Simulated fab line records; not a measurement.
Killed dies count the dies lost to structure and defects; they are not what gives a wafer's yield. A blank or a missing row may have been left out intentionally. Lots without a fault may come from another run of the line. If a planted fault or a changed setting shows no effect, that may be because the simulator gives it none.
Which tool was responsible? | flow sky130 | 13 lots, 39 wafers sampled, at 3 steps of a route of 708

WHAT THE GAUGES READ, wafer by wafer
SKY_METAL3_OVL_MEAS_14. Usual: METAL3_OVL -3 nm, standard deviation 5.4.
lot  | measured     | on         | METAL3_OVL (nm) | flag
L337 | day 39 16:55 | overlay-01 | 14 -3 2         |
L339 | day 39 23:01 | overlay-02 | -14 -9 -6       |
L340 | day 40 08:58 | overlay-01 | 2 0 -4          |
L342 | day 41 01:24 | overlay-02 | -10 -9 -9       |
L346 | day 41 19:46 | overlay-01 | 0 -2 0          |
L349 | day 42 17:09 | overlay-02 | -1 1 -4         |
L352 | day 43 20:32 | overlay-01 | 0 5 1           |
L353 | day 44 13:40 | overlay-01 | -11 -6 -7       |
L354 | day 44 14:37 | overlay-01 | 10 -4 7         |
L358 | day 45 10:37 | overlay-02 | 3 4 6           |
L356 | day 45 13:01 | overlay-02 | -3 -4 -1        |
L359 | day 45 17:26 | overlay-02 | 2 2 -13         |
L360 | day 45 22:49 | overlay-01 | 0 1 -4          |

SKY_CAP2M_THK_MEAS_01. Usual: CAP2M_CVD_00_THK 15.48 nm, standard deviation 0.25.
lot  | measured     | on            | CAP2M_CVD_00_THK (nm) | flag
L337 | day 40 21:31 | film_metro-02 | 15.63 15.81 15.78     |
L339 | day 41 02:59 | film_metro-02 | 15.71 15.72 15.85     |
L340 | day 41 13:54 | film_metro-04 | 15.33 15.66 15.53     |
L342 | day 42 04:44 | film_metro-04 | 15.33 15.49 15.97     |
L346 | day 42 23:41 | film_metro-01 | 15.23 15.52 15.52     |
L349 | day 43 19:59 | film_metro-04 | 15.84 15.50 15.87     |
L352 | day 44 22:47 | film_metro-01 | 15.23 15.92 15.59     |
L353 | day 45 16:06 | film_metro-04 | 15.29 15.17 15.14     |
L354 | day 45 17:44 | film_metro-01 | 15.32 14.96 15.51     |
L358 | day 46 11:53 | film_metro-04 | 15.27 15.15 15.59     |
L356 | day 46 14:28 | film_metro-04 | 15.92 15.49 15.68     |
L359 | day 46 18:32 | film_metro-01 | 15.58 15.34 15.55     |
L360 | day 46 23:30 | film_metro-02 | 14.91 15.29 15.62     |

EACH LOT AND THE TOOL THAT RAN IT (in order: tool; ch and the chambers of the sampled wafers; start)
lot  | SKY_SD_N_STRIP_11
L337 | plasma_asher-03 ch 0,1, day 29 00:28
L339 | plasma_asher-01 ch 0,1, day 29 09:48
L340 | plasma_asher-04 ch 0,1, day 29 16:00
L342 | plasma_asher-01 ch 0,1, day 30 15:30
L346 | plasma_asher-01 ch 0,1, day 31 10:51
L349 | plasma_asher-04 ch 0,1, day 32 11:07
L352 | plasma_asher-04 ch 0,1, day 33 19:14
L353 | plasma_asher-01 ch 0,1, day 34 13:11
L354 | plasma_asher-03 ch 0,1, day 34 13:29
L358 | plasma_asher-01 ch 0,1, day 35 15:00
L356 | plasma_asher-03 ch 0,1, day 35 17:06
L359 | plasma_asher-04 ch 0,1, day 35 21:00
L360 | plasma_asher-01 ch 0,1, day 36 05:18
- SKY_SD_N_STRIP_11: strips in O2/N2.

WHAT THE TOOLS THEMSELVES READ (means of the sampled wafers that have a number; where no wafer has one, the mark that the record gives instead)
SKY_SD_N_STRIP_11. Usual: drypump_motor_current_A 6.0 A, standard deviation 0.47; o2_flow_sccm 3001 sccm, standard deviation 9.6; oes_product_au 0.527 a.u., standard deviation 0.0046; strip_time_to_endpoint_s 22.55 s, standard deviation 0.038.
lot  | tool            | drypump_motor_current_A (A) | o2_flow_sccm (sccm) | oes_product_au (a.u.) | strip_time_to_endpoint_s (s) | flag
L337 | plasma_asher-03 | 6.0                         | 3009                | 0.525                 | 22.55                        |
L339 | plasma_asher-01 | 6.5                         | 3013                | 0.533                 | 22.51                        |
L340 | plasma_asher-04 | 5.5                         | 3001                | 0.529                 | 22.56                        |
L342 | plasma_asher-01 | 6.5                         | 2403                | 0.526                 | 22.95                        | OFF
L346 | plasma_asher-01 | 6.5                         | 2396                | 0.521                 | 22.91                        | OFF
L349 | plasma_asher-04 | 5.6                         | 2999                | 0.530                 | 22.53                        |
L352 | plasma_asher-04 | 5.5                         | 3003                | 0.523                 | 22.56                        |
L353 | plasma_asher-01 | 6.5                         | 2995                | 0.528                 | 22.49                        |
L354 | plasma_asher-03 | 6.1                         | 3005                | 0.526                 | 22.50                        |
L358 | plasma_asher-01 | 6.4                         | 2999                | 0.525                 | 22.54                        |
L356 | plasma_asher-03 | 5.7                         | 3002                | 0.525                 | 22.58                        |
L359 | plasma_asher-04 | 5.5                         | 3007                | 0.524                 | 22.54                        |
L360 | plasma_asher-01 | 6.4                         | 3004                | 0.526                 | 22.55                        |

THE ANSWER, worked out from the rows above alone
Rule: a lot counts as off when the mean over its wafers that have a number is more than 3 standard deviations away from the usual mean. A lot without any number at a reading at which 4 lots or more have one is off too. Any other lot the step has rows for is counted as sound. After the gauges, taken in route order, come the tools' own readings; for these a lot's mean is taken, as printed above. At the first step where some lot is off, the reading lying furthest off is the one used; lots without a number count as furthest.
Off, at SKY_SD_N_STRIP_11 on o2_flow_sccm: L342, L346.
A tool fits if, at that step or a process step before it, it ran every lot that is off, and no sound lot after the first of them. Not one of the candidates tried fits.

WHAT THE SIMULATOR HAD INSERTED
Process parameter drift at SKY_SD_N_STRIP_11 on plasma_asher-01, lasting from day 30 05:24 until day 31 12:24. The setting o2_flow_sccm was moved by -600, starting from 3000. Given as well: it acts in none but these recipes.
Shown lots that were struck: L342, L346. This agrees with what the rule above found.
